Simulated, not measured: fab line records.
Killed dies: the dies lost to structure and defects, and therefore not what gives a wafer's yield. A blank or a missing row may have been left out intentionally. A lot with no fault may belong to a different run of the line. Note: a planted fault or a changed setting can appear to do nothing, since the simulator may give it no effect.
Which tool was responsible? | flow gf180mcu | Sampling: 24 lots, 72 wafers, 4 of 602 route steps

WHAT THE GAUGES READ, wafer by wafer
GF_MVPSD_OVL_MEAS_07. Usual: MVPSD_OVL typically reads 1.4 nm, with standard deviation 1.3.
lot  | measured     | on         | MVPSD_OVL (nm) | flag
L074 | day 5 00:40  | overlay-02 | 2.4 1.8 0.1    |
L075 | day 5 06:50  | overlay-02 | 4.2 3.1 4.4    |
L076 | day 5 12:25  | overlay-02 | 1.4 2.9 1.3    |
L077 | day 5 20:50  | overlay-02 | 2.1 -0.1 1.5   |
L078 | day 6 01:14  | overlay-02 | 1.7 -0.9 0.7   |
L079 | day 6 05:26  | overlay-01 | -1.3 1.0 0.0   |
L080 | day 6 09:43  | overlay-01 | 3.7 2.7 2.2    |
L081 | day 6 16:43  | overlay-02 | 0.6 1.2 1.1    |
L082 | day 6 23:20  | overlay-01 | 4.3 3.2 3.3    |
L083 | day 7 04:40  | overlay-01 | 0.3 1.8 1.8    |
L084 | day 7 12:55  | overlay-01 | 0.4 1.0 0.4    |
L085 | day 7 16:02  | overlay-01 | 3.0 1.8 1.6    |
L086 | day 7 21:34  | overlay-02 | 1.9 -0.3 3.3   |
L087 | day 8 03:55  | overlay-02 | 1.6 0.9 1.4    |
L088 | day 8 10:31  | overlay-01 | 1.7 -0.4 2.7   |
L089 | day 8 16:47  | overlay-02 | 3.0 1.2 0.9    |
L090 | day 8 22:13  | overlay-02 | -1.1 -0.7 0.0  |
L091 | day 9 10:25  | overlay-01 | 0.5 2.8 0.3    |
L092 | day 9 20:37  | overlay-01 | 3.0 1.9 0.8    |
L093 | day 10 07:10 | overlay-01 | 1.7 -0.6 2.2   |
L094 | day 10 07:22 | overlay-02 | -1.0 2.1 1.3   |
L095 | day 10 07:31 | overlay-01 | 1.7 2.3 2.2    |
L096 | day 10 21:52 | overlay-02 | 2.2 3.0 1.2    |
L097 | day 10 23:32 | overlay-01 | 0.8 0.4 1.2    |

GF_HV_LDD_TW_MEAS_23. Usual: HV_LDD_2_TW typically reads 1067, with standard deviation 5.5.
lot  | measured     | on            | HV_LDD_2_TW    | flag
L074 | day 10 20:29 | film metro-03 | 1069 1068 1069 |
L075 | day 11 00:32 | film metro-01 | 1065 1064 1067 |
L076 | day 11 04:52 | film metro-01 | 1065 1067 1063 |
L077 | day 11 15:47 | film metro-04 | 1071 1068 1072 |
L078 | day 11 20:56 | film metro-03 | 1061 1065 1063 |
L079 | day 12 05:32 | film metro-04 | 1077 1076 1072 |
L080 | day 12 18:01 | film metro-03 | 1060 1060 1067 |
L081 | day 12 21:53 | film metro-01 | 1071 1062 1066 |
L082 | day 13 06:05 | film metro-04 | 1071 1064 1063 |
L083 | day 13 16:07 | film metro-01 | 1069 1069 1066 |
L084 | day 13 22:40 | film metro-01 | 1070 1067 1067 |
L085 | day 13 23:07 | film metro-04 | 1073 1073 1071 |
L086 | day 14 12:29 | film metro-03 | 1068 1066 1061 |
L087 | day 14 18:37 | film metro-01 | 1053 1059 1055 |
L088 | day 15 10:56 | film metro-03 | 1071 1070 1068 |
L089 | day 15 14:56 | film metro-03 | 1075 1067 1065 |
L090 | day 15 15:40 | film metro-03 | 1063 1067 1069 |
L091 | day 16 12:40 | film metro-04 | 1071 1072 1068 |
L092 | day 16 21:43 | film metro-04 | 1077 1069 1071 |
L093 | day 17 10:55 | film metro-03 | 1069 1072 1068 |
L094 | day 17 11:49 | film metro-01 | 1063 1061 1063 |
L095 | day 17 16:49 | film metro-04 | 1068 1072 1075 |
L096 | day 18 05:14 | film metro-03 | 1067 1066 1062 |
L097 | day 18 09:02 | film metro-01 | 1049 1055 1053 |

GF_HV_LDD_THK_MEAS_55. Usual: HV_LDD_CVD_54_THK typically reads 9.95 nm, with standard deviation 0.16.
lot  | measured     | on            | HV_LDD_CVD_54_THK (nm) | flag
L074 | day 12 12:14 | film metro-03 | 10.10 10.16 10.13      |
L075 | day 12 16:24 | film metro-04 | 10.06 10.10 9.99       |
L076 | day 12 21:09 | film metro-04 | 9.83 9.81 9.87         |
L077 | day 13 08:42 | film metro-03 | 9.89 10.03 9.91        |
L078 | day 13 14:04 | film metro-03 | 10.27 10.01 10.04      |
L079 | day 13 23:25 | film metro-01 | 9.90 9.86 9.88         |
L080 | day 14 12:29 | film metro-01 | 9.95 10.05 9.77        |
L081 | day 14 17:25 | film metro-03 | 9.89 9.88 9.82         |
L082 | day 15 00:37 | film metro-03 | 9.90 9.98 9.93         |
L083 | day 15 12:03 | film metro-01 | 10.16 10.29 10.31      |
L084 | day 15 19:27 | film metro-03 | 10.13 10.22 10.21      |
L085 | day 15 19:44 | film metro-03 | 10.17 10.31 10.14      |
L086 | day 16 10:53 | film metro-01 | 9.84 9.89 9.88         |
L087 | day 16 16:37 | film metro-04 | 9.97 10.12 10.08       |
L088 | day 17 11:02 | film metro-03 | 9.76 9.88 9.93         |
L089 | day 17 14:16 | film metro-04 | 9.80 9.70 9.82         |
L090 | day 17 16:46 | film metro-03 | 9.96 9.91 10.00        |
L091 | day 18 12:35 | film metro-04 | 9.97 10.02 10.06       |
L092 | day 18 22:29 | film metro-01 | 10.05 9.94 9.99        |
L093 | day 19 11:50 | film metro-03 | 9.79 9.59 9.71         |
L094 | day 19 12:38 | film metro-03 | 9.85 9.87 9.82         |
L095 | day 19 18:29 | film metro-01 | 9.87 10.06 9.93        |
L096 | day 20 07:26 | film metro-04 | 9.88 9.82 9.84         |
L097 | day 20 11:05 | film metro-04 | 9.82 9.81 9.63         |

EACH LOT AND THE TOOL THAT RAN IT (in order: tool; ch and the chambers of the sampled wafers; start)
lot  | GF_LVPWELL_STRIP_10
L074 | plasma asher-02 ch 0,1, day 3 21:07
L075 | plasma asher-03 ch 1, day 4 02:43
L076 | plasma asher-03 ch 1, day 4 08:19
L077 | plasma asher-03 ch 0,1, day 4 16:04
L078 | plasma asher-04 ch 0,1, day 4 20:51
L079 | plasma asher-02 ch 0,1, day 5 01:02
L080 | plasma asher-02 ch 0,1, day 5 05:25
L081 | plasma asher-04 ch 0,1, day 5 12:03
L082 | plasma asher-02 ch 0,1, day 5 18:01
L083 | plasma asher-02 ch 0,1, day 5 23:01
L084 | plasma asher-02 ch 0,1, day 6 06:27
L085 | plasma asher-04 ch 0,1, day 6 09:23
L086 | plasma asher-02 ch 0,1, day 6 14:09
L087 | plasma asher-02 ch 0,1, day 6 19:34
L088 | plasma asher-02 ch 0,1, day 7 02:31
L089 | plasma asher-03 ch 0,1, day 7 07:34
L090 | plasma asher-02 ch 0,1, day 7 13:49
L091 | plasma asher-02 ch 0,1, day 8 00:12
L092 | plasma asher-02 ch 0,1, day 8 10:30
L093 | plasma asher-04 ch 0,1, day 8 10:49
L094 | plasma asher-02 ch 0,1, day 8 15:37
L095 | plasma asher-04 ch 0,1, day 8 21:37
L096 | plasma asher-04 ch 0,1, day 9 05:49
L097 | plasma asher-03 ch 0,1, day 9 11:19
- GF_LVPWELL_STRIP_10: strips in O2/N2.

AS READ BY THE TOOLS THEMSELVES (means over the sampled wafers that have a number; for cases with no such wafer, the mark the record gives instead)
GF_LVPWELL_STRIP_10. Usual: drypump motor current A 5.7 A, standard deviation 0.47; heater power w 352 W, standard deviation 31; oes product au 0.722 a.u., standard deviation 0.0043; strip time to endpoint s 36.95 s, standard deviation 0.12.
lot  | tool            | drypump motor current A (A) | heater power w (W) | oes product au (a.u.) | strip time to endpoint s (s) | flag
L074 | plasma asher-02 | 5.6                         | 377                | 0.725                 | 37.00                        |
L075 | plasma asher-03 | 5.7                         | 322                | 0.724                 | 36.97                        |
L076 | plasma asher-03 | 5.7                         | 320                | 0.723                 | 37.02                        |
L077 | plasma asher-03 | 5.7                         | 320                | 0.723                 | 36.95                        |
L078 | plasma asher-04 | 6.3                         | 335                | 0.723                 | 36.90                        |
L079 | plasma asher-02 | 5.6                         | 378                | 0.723                 | 37.06                        |
L080 | plasma asher-02 | 5.6                         | 378                | 0.728                 | 37.05                        |
L081 | plasma asher-04 | 6.3                         | 328                | 0.720                 | 36.72                        |
L082 | plasma asher-02 | 5.3                         | 364                | 0.718                 | 36.79                        |
L083 | plasma asher-02 | 5.3                         | 366                | 0.721                 | 37.23                        |
L084 | plasma asher-02 | 5.6                         | 372                | 0.725                 | 36.99                        |
L085 | plasma asher-04 | 6.4                         | 335                | 0.723                 | 36.80                        |
L086 | plasma asher-02 | 5.6                         | 379                | 0.721                 | 37.02                        |
L087 | plasma asher-02 | 5.3                         | 363                | 0.721                 | 36.73                        |
L088 | plasma asher-02 | 5.6                         | 379                | 0.718                 | 36.94                        |
L089 | plasma asher-03 | 5.7                         | 337                | 0.720                 | 36.94                        |
L090 | plasma asher-02 | 5.6                         | 380                | 0.725                 | 36.92                        |
L091 | plasma asher-02 | 5.3                         | 365                | 0.720                 | 37.06                        |
L092 | plasma asher-02 | 5.3                         | 364                | 0.723                 | 36.94                        |
L093 | plasma asher-04 | 6.3                         | 326                | 0.721                 | 37.00                        |
L094 | plasma asher-02 | 5.3                         | 361                | 0.723                 | 37.09                        |
L095 | plasma asher-04 | 6.3                         | 337                | 0.721                 | 36.91                        |
L096 | plasma asher-04 | 6.3                         | 335                | 0.717                 | 36.93                        |
L097 | plasma asher-03 | 5.7                         | 333                | 0.723                 | 36.98                        |

THE ANSWER, worked out from the rows above alone
Rule: lot off if the mean of its wafers having a number is beyond 3 standard deviations from the usual mean. A lot without any number at a reading at which 4 lots or more have one is off too. Any other lot the step has rows for is counted as sound. Order of review: gauges by route order, followed by the tools' own readings, for which a lot's mean as printed above is used. The first step at which some lot is off is used, and at that step the reading that is off furthest; a lot without a number counts as furthest.
No lot is off at any reading shown: from this, nothing can be told.

WHAT THE SIMULATOR HAD PUT IN
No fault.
